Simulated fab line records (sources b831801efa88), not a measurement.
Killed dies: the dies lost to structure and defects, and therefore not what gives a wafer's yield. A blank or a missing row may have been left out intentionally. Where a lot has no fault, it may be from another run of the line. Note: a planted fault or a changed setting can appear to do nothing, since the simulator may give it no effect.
fab line records ; flow sky130
record: lots: 6; wafers: 18; last_day: 50
route steps=708 shown PASSIVATION@681 PAD_OPEN@694
lots that met no fault: from a run of the same line without faults
start_h: hours from the record's opening day to when the first of the lot's shown wafers began ; wait_h: time in hours since the lot's previous step ; " repeats the value in the row above ; L1.1+2: several wafers, shown together as one row ; - no value, or no start was given ; * or withheld: withheld ; < > ~ a bound
route shown NAME@n: NAME is a module with steps in the file, n the number in the route of the first one ; usual: mean and standard deviation over wafers with no fault ; same: alike in all rows ; chamber/n: place in a boat ; sites: per-site readings ; _std_site: the values' standard deviation ; _edge_site: inner sites' mean taken away from outer sites' mean ; radius_mm: for every site, how far away it sits from the centre of the wafer ; mask NAME#n: copy n ; behind: the tool/chamber that last shaped the wafer ; hold: what put the lot on hold/how long, in hours/how the hold closed ; device: which transistor (n, p or np) failed to switch ; end of line: the tests these same wafers got at the end of their route ; step lacking rows: just its recipe ; killed: dies that structure and defects cost at the first sort, which is not the same as the wafer's yield ; map: a wafer's dies, marking killed ones x, the rest . and places with no die _
set.NAME: setting as actually run; set.NAME@STEP: the setting as run at that earlier step ; model.NAME: the simulator's own value behind a step, which no gauge read
lots at selected steps of the route; one table per step, one row per wafer
services: from which hour (start_h, from the record's first day; less than 0 if before it) a tool's chamber was out of use, for how many hours, and why
== steps ==
step: SKY_PASSIVATION_CVD_00
recipe: material: SiO2; target_thk_nm: 90; temp_c: 400; time_s: withheld; rf_w: 600
usual: heater_power_w: 699/110
lot.wafer;tool;chamber;start_h;wait_h;heater_power_w
L885.1;pecvd-01;0;1094.03;0.0;637
L885.2;pecvd-01;1;1094.03;0.0;683
L885.6;pecvd-01;0;1094.03;0.0;647
L891.1;pecvd-01;2;1131.50;0.0;562
L891.5;pecvd-01;2;1131.50;0.0;562
L891.6;pecvd-01;1;1131.50;0.0;649
L892.3;pecvd-02;0;1134.08;0.0;803
L892.4;pecvd-02;2;1134.08;0.0;624
L892.5;pecvd-02;0;1134.08;0.0;786
L896.1;pecvd-01;1;1159.41;0.0;640
L896.2;pecvd-01;2;1159.41;0.0;570
L896.6;pecvd-01;2;1159.41;0.0;565
L897.2;pecvd-02;1;1160.39;0.0;809
L897.3;pecvd-02;2;1160.39;0.0;553
L897.5;pecvd-02;1;1160.39;0.0;825
L898.1;pecvd-01;0;1166.48;0.0;665
L898.3;pecvd-01;1;1166.48;0.0;613
L898.4;pecvd-01;0;1166.48;0.0;660
step: SKY_PASSIVATION_THK_MEAS_01
recipe: reads: SiO2_of_PASSIVATION_CVD_00
usual: PASSIVATION_CVD_00_THK: 90.6/1.2
lot.wafer;tool;chamber;start_h;wait_h;PASSIVATION_CVD_00_THK[nm]
L885.1;film_metro-02;-;1094.10;-;88.5
L885.2;film_metro-02;-;1094.10;-;89.8
L885.6;film_metro-02;-;1094.10;-;91.2
L891.1;film_metro-02;-;1131.52;-;89.9
L891.5;film_metro-02;-;1131.52;-;92.1
L891.6;film_metro-02;-;1131.52;-;92.3
L892.3;film_metro-04;-;1134.12;-;88.8
L892.4;film_metro-04;-;1134.12;-;91.1
L892.5;film_metro-04;-;1134.12;-;91.5
L896.1;film_metro-02;-;1159.43;-;88.2
L896.2;film_metro-02;-;1159.43;-;89.3
L896.6;film_metro-02;-;1159.43;-;91.2
L897.2;film_metro-04;-;1160.42;-;90.9
L897.3;film_metro-04;-;1160.42;-;91.5
L897.5;film_metro-04;-;1160.42;-;92.7
L898.1;film_metro-03;-;1166.50;-;90.9
L898.3;film_metro-03;-;1166.50;-;90.2
L898.4;film_metro-03;-;1166.50;-;92.3
step: SKY_PASSIVATION_CVD_02
recipe: material: Si3N4; target_thk_nm: 540; temp_c: 400; time_s: withheld; rf_w: 450
usual: heater_power_w: 756/100
lot.wafer;tool;chamber;start_h;wait_h;heater_power_w
L885.1;pecvd-02;1;1094.16;0.1;794
L885.2;pecvd-02;2;1094.16;0.1;576
L885.6;pecvd-02;1;1094.16;0.1;826
L891.1;pecvd-02;2;1131.58;0.1;677
L891.5;pecvd-02;1;1131.58;0.1;847
L891.6;pecvd-02;0;1131.58;0.1;994
L892.3;pecvd-03;2;1134.16;0.0;780
L892.4;pecvd-03;2;1134.16;0.0;623
L892.5;pecvd-03;1;1134.16;0.0;752
L896.1;pecvd-03;0;1159.49;0.1;801
L896.2;pecvd-03;2;1159.49;0.1;755
L896.6;pecvd-03;0;1159.49;0.1;836
L897.2;pecvd-01;1;1160.47;0.0;647
L897.3;pecvd-01;2;1160.47;0.0;652
L897.5;pecvd-01;2;1160.47;0.0;682
L898.1;pecvd-03;2;1166.56;0.1;631
L898.3;pecvd-03;1;1166.56;0.1;773
L898.4;pecvd-03;1;1166.56;0.1;634
step: SKY_PASSIVATION_THK_MEAS_03
recipe: reads: Si3N4_of_PASSIVATION_CVD_02
usual: PASSIVATION_CVD_02_THK: 541/6
lot.wafer;tool;chamber;start_h;wait_h;PASSIVATION_CVD_02_THK[nm]
L885.1;film_metro-02;-;1094.38;-;536
L885.2;film_metro-02;-;1094.38;-;532
L885.6;film_metro-02;-;1094.38;-;549
L891.1;film_metro-02;-;1131.81;-;536
L891.5;film_metro-02;-;1131.81;-;541
L891.6;film_metro-02;-;1131.81;-;544
L892.3;film_metro-04;-;1134.41;-;539
L892.4;film_metro-04;-;1134.41;-;538
L892.5;film_metro-04;-;1134.41;-;537
L896.1;film_metro-02;-;1159.71;-;533
L896.2;film_metro-02;-;1159.71;-;537
L896.6;film_metro-02;-;1159.71;-;537
L897.2;film_metro-02;-;1160.71;-;533
L897.3;film_metro-02;-;1160.71;-;537
L897.5;film_metro-02;-;1160.71;-;543
L898.1;film_metro-02;-;1166.79;-;541
L898.3;film_metro-02;-;1166.79;-;542
L898.4;film_metro-02;-;1166.79;-;551
step: SKY_PASSIVATION_DEHYDRATE_04
recipe: temp_c: 200; time_s: 60
step: SKY_PASSIVATION_HMDS_05
recipe: prime_time_s: 60; prime_temp_c: 120
step: SKY_PASSIVATION_COAT_06
recipe: spin_rpm: 2000; resist_thk_nm: 3000
step: SKY_PASSIVATION_SOFTBAKE_07
recipe: temp_c: 110; time_s: withheld
step: SKY_PASSIVATION_EXPOSE_08
recipe: mask_id: NSM; target_cd_nm: 3000; na: 0.57; dose_mj: 260
step: SKY_PASSIVATION_PEB_09
recipe: temp_c: 115; time_s: withheld
step: SKY_PASSIVATION_DEVELOP_10
recipe: develop_time_s: 60; dev_temp_c: 23
step: SKY_PASSIVATION_ETCH_11
recipe: chemistry: CF4/O2; target_depth_nm: 725; stop_on: AlCu; source_w: 800; bias_w: 150; pressure_mtorr: 150; cf4_flow_sccm: 80; O2_flow_sccm: 10; time_s: 161.1
usual: drypump_motor_current_A: 5.8/0.4; oes_product_au: 0.980/0.0065; throttle_valve_pct: 5.965/0.0086
lot.wafer;tool;chamber;start_h;wait_h;drypump_motor_current_A;oes_product_au;rf_hours_counter_h;throttle_valve_pct
L885.1;rie_diel-01;0;1114.33;-;5.6;0.974;24;5.962
L885.2;rie_diel-01;3;1114.33;-;5.4;0.973;26;5.966
L885.6;rie_diel-01;1;1114.33;-;6.0;0.984;-;5.978
L891.1;rie_diel-02;1;1150.28;-;6.4;0.977;12;5.951
L891.5;rie_diel-02;1;1150.28;-;6.3;0.981;-;5.948
L891.6;rie_diel-02;3;1150.28;-;5.8;0.988;-;5.971
L892.3;rie_diel-01;2;1152.18;-;6.3;0.976;23;5.948
L892.4;rie_diel-01;0;1152.18;-;5.6;0.984;-;5.954
L892.5;rie_diel-01;2;1152.18;-;6.3;0.978;-;5.971
L896.1;rie_diel-01;1;1176.68;-;6.0;0.972;1;5.970
L896.2;rie_diel-01;2;1176.68;-;6.3;0.972;24;5.947
L896.6;rie_diel-01;3;1176.68;-;5.5;0.980;-;5.961
L897.2;rie_diel-01;3;1178.03;-;5.5;0.979;29;5.970
L897.3;rie_diel-01;0;1178.03;-;5.6;0.975;27;5.959
L897.5;rie_diel-01;1;1178.03;-;6.0;0.980;-;5.978
L898.1;rie_diel-02;3;1182.98;-;5.8;0.987;18;5.975
L898.3;rie_diel-02;0;1182.98;-;6.1;0.985;18;5.950
L898.4;rie_diel-02;1;1182.98;-;6.4;0.989;-;5.965
step: SKY_PASSIVATION_STRIP_12
recipe: chemistry: O2/N2; power_w: 1400; pressure_mtorr: 1500; platen_temp_c: withheld; overash_fraction: 0.7; o2_flow_sccm: 3000; n2_flow_sccm: 300
usual: chamber_pressure_mTorr: 1500.0/1.4; drypump_motor_current_A: 5.7/0.43; oes_product_au: 0.660/0.0045; strip_time_to_endpoint_s: 31.53/0.13
lot.wafer;tool;chamber;start_h;wait_h;chamber_pressure_mTorr;drypump_motor_current_A;oes_product_au;rf_hours_counter_h;strip_time_to_endpoint_s;model.coat_of_PASSIVATION_COAT_06.thk_nm
L885.1;plasma_asher-04;0;1114.44;0.1;1499.0;6.2;0.665;5;31.55;0
L885.2;plasma_asher-04;1;1114.44;0.1;1500.0;6.1;0.661;5;31.57;0
L885.6;plasma_asher-04;0;1114.44;0.1;1502.9;6.2;0.663;-;31.61;0
L891.1;plasma_asher-02;1;1150.38;0.1;-;-;-;-;-;2530
L891.5;plasma_asher-02;1;1150.38;0.1;-;-;-;-;-;2525
L891.6;plasma_asher-02;0;1150.38;0.1;-;-;-;-;-;2520
L892.3;plasma_asher-01;0;1152.32;0.1;-;-;-;-;-;2515
L892.4;plasma_asher-01;1;1152.32;0.1;-;-;-;-;-;2522
L892.5;plasma_asher-01;1;1152.32;0.1;-;-;-;-;-;2530
L896.1;plasma_asher-02;1;1176.79;0.1;1501.7;5.7;0.658;45;31.43;0
L896.2;plasma_asher-02;0;1176.79;0.1;1499.2;6.1;0.659;45;31.39;0
L896.6;plasma_asher-02;0;1176.79;0.1;1501.9;6.1;0.666;-;31.32;0
L897.2;plasma_asher-01;1;1178.14;0.1;1501.4;5.9;0.658;76;31.51;0
L897.3;plasma_asher-01;1;1178.14;0.1;1502.9;5.9;0.658;-;31.54;0
L897.5;plasma_asher-01;1;1178.14;0.1;1500.8;5.9;0.651;-;31.47;0
L898.1;plasma_asher-02;0;1183.09;0.1;1500.2;6.1;0.658;46;31.59;0
L898.3;plasma_asher-02;1;1183.09;0.1;1501.7;5.7;0.658;-;31.63;0
L898.4;plasma_asher-02;0;1183.09;0.1;1501.4;6.1;0.660;-;31.53;0
step: SKY_PAD_OPEN_DEHYDRATE_00
recipe: temp_c: 200; time_s: 60
step: SKY_PAD_OPEN_HMDS_01
recipe: prime_time_s: 60; prime_temp_c: 120
step: SKY_PAD_OPEN_COAT_02
recipe: spin_rpm: 2000; resist_thk_nm: 3000
step: SKY_PAD_OPEN_SOFTBAKE_03
recipe: temp_c: 110; time_s: withheld
step: SKY_PAD_OPEN_EXPOSE_04
recipe: mask_id: PDM; target_cd_nm: 60000; na: 0.57; dose_mj: 260
step: SKY_PAD_OPEN_PEB_05
recipe: temp_c: 115; time_s: withheld
step: SKY_PAD_OPEN_DEVELOP_06
recipe: develop_time_s: 60; dev_temp_c: 23
step: SKY_PAD_OPEN_ETCH_07
recipe: chemistry: CF4/O2; target_depth_nm: 725; stop_on: AlCu; source_w: 800; bias_w: 150; pressure_mtorr: 150; cf4_flow_sccm: 80; O2_flow_sccm: 10; time_s: 161.1
usual: drypump_motor_current_A: 5.6/0.41; oes_product_au: 0.979/0.0068; throttle_valve_pct: 5.965/0.01
lot.wafer;tool;chamber;start_h;wait_h;drypump_motor_current_A;oes_product_au;rf_hours_counter_h;throttle_valve_pct
L885.1;rie_diel-01;0;1134.15;-;5.6;0.977;25;5.972
L885.2;rie_diel-01;2;1134.15;-;6.3;0.978;23;5.965
L885.6;rie_diel-01;3;1134.15;-;5.5;0.985;-;5.944
L891.1;rie_diel-04;3;1167.10;-;5.6;0.985;22;5.974
L891.5;rie_diel-04;3;1167.10;-;5.6;0.985;-;5.951
L891.6;rie_diel-04;2;1167.10;-;5.6;0.987;-;5.954
L892.3;rie_diel-04;2;1170.03;-;5.7;0.982;17;5.961
L892.4;rie_diel-04;0;1170.03;-;6.0;0.982;-;5.995
L892.5;rie_diel-04;2;1170.03;-;5.6;0.968;-;5.953
L896.1;rie_diel-03;3;1192.19;-;5.9;0.965;27;5.963
L896.2;rie_diel-03;1;1192.19;-;5.9;0.976;12;5.959
L896.6;rie_diel-03;0;1192.19;-;5.1;0.967;-;5.990
L897.2;rie_diel-01;3;1193.54;-;5.5;0.971;29;5.963
L897.3;rie_diel-01;1;1193.54;-;6.0;0.985;1;5.968
L897.5;rie_diel-01;0;1193.54;-;5.5;0.988;-;5.964
L898.1;rie_diel-04;3;1198.25;-;5.6;0.980;24;5.970
L898.3;rie_diel-04;2;1198.25;-;5.7;0.979;19;5.952
L898.4;rie_diel-04;0;1198.25;-;6.1;0.986;32;5.954
step: SKY_PAD_OPEN_STRIP_08
recipe: chemistry: O2/N2; power_w: 1400; pressure_mtorr: 1500; platen_temp_c: withheld; overash_fraction: 0.7; o2_flow_sccm: 3000; n2_flow_sccm: 300
usual: chamber_pressure_mTorr: 1499.6/1.4; drypump_motor_current_A: 5.94/0.24; oes_product_au: 0.663/0.0044; strip_time_to_endpoint_s: 37.09/0.1
lot.wafer;tool;chamber;start_h;wait_h;chamber_pressure_mTorr;drypump_motor_current_A;oes_product_au;rf_hours_counter_h;strip_time_to_endpoint_s
L885.1;plasma_asher-04;0;1134.25;0.1;1501.0;6.24;0.661;7;37.16
L885.2;plasma_asher-04;1;1134.25;0.1;1499.8;6.07;0.661;7;37.10
L885.6;plasma_asher-04;1;1134.25;0.1;1500.2;6.09;0.662;-;37.08
L891.1;plasma_asher-04;1;1167.20;0.1;1498.7;6.11;0.691;10;74.45
L891.5;plasma_asher-04;0;1167.20;0.1;1501.3;6.23;0.696;-;74.40
L891.6;plasma_asher-04;1;1167.20;0.1;1497.3;6.07;0.692;-;74.26
L892.3;plasma_asher-02;0;1170.17;0.1;1499.2;6.07;0.688;-;74.34
L892.4;plasma_asher-02;1;1170.17;0.1;1499.8;5.68;0.700;-;74.44
L892.5;plasma_asher-02;1;1170.17;0.1;1501.0;5.71;0.692;-;74.43
L896.1;plasma_asher-02;1;1192.30;0.1;1501.8;5.68;0.660;46;37.13
L896.2;plasma_asher-02;0;1192.30;0.1;1499.9;6.09;0.668;46;37.17
L896.6;plasma_asher-02;0;1192.30;0.1;1500.8;6.10;0.667;-;37.13
L897.2;plasma_asher-03;1;1193.65;0.1;1498.6;5.61;0.662;104;37.07
L897.3;plasma_asher-03;0;1193.65;0.1;1498.2;5.52;0.658;-;37.11
L897.5;plasma_asher-03;1;1193.65;0.1;1500.6;5.62;0.662;-;37.01
L898.1;plasma_asher-02;0;1198.35;0.1;1499.5;6.10;0.666;47;37.06
L898.3;plasma_asher-02;1;1198.35;0.1;1503.0;5.67;0.666;-;37.09
L898.4;plasma_asher-02;0;1198.35;0.1;1501.4;6.07;0.669;-;37.02
step: SKY_PAD_OPEN_STRIP_09
recipe: chemistry: post_etch_residue_remover; time_s: 1200; temp_c: 72.5
== services ==
tool;chamber;start_h;hours;kind
pecvd-01;-;1073.31;6.0;pm
rie_diel-04;0;1074.72;2.0;repair
pecvd-01;1;1087.10;2.1;scheduled_down
rie_diel-04;2;1094.67;14.6;repair
plasma_asher-02;-;1102.10;2.7;repair
plasma_asher-03;-;1104.98;28.1;pm
pecvd-01;2;1118.69;2.1;scheduled_down
pecvd-03;0;1120.32;2.1;scheduled_down
rie_diel-01;-;1123.23;4.0;pm
pecvd-01;0;1125.90;2.1;scheduled_down
rie_diel-01;1;1142.43;-;clean
rie_diel-01;1;1142.43;-;consumable_replace:focus_ring
rie_diel-01;1;1142.43;21.6;scheduled_down
rie_diel-01;1;1142.43;21.6;vent_cycle
pecvd-03;1;1147.83;5.5;scheduled_down
pecvd-02;0;1153.31;2.1;scheduled_down
rie_diel-04;1;1165.02;14.6;repair
plasma_asher-01;-;1171.87;1.7;repair
rie_diel-02;-;1172.80;2.1;repair
rie_diel-03;0;1193.67;6.2;repair
== key ==
first_sign: step: SKY_PASSIVATION_STRIP_12; reading: tool_record; direction: missing
effect: step: SKY_PAD_OPEN_STRIP_08; reading: strip_time_to_endpoint_s; direction: up; sigmas: 99+; usual: *; struck: *
model_effect: step: SKY_PASSIVATION_STRIP_12; value: coat_of_PASSIVATION_COAT_06.thk_nm; without: 0; struck: 2524
model_effect: step: SKY_PAD_OPEN_PROBE_99; value: etest.pfet_01v8.under_floor; without: 0; struck: 1
met_at SKY_PASSIVATION_STRIP_12
struck_wafers L891.1,L891.5,L891.6,L892.3,L892.4,L892.5
sort_left_out L891.1,L891.5,L891.6,L892.3,L892.4,L892.5
fault: kind: skipped_step_whole; tool: plasma_asher-01,plasma_asher-02; chamber: -; onset_h: 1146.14; steps: SKY_PASSIVATION_STRIP_12; scope: struck_lots_only
sort_left_out: the simulated sort isn't trusted on such a fault, so these wafers' sort isn't shown, and their yield isn't known
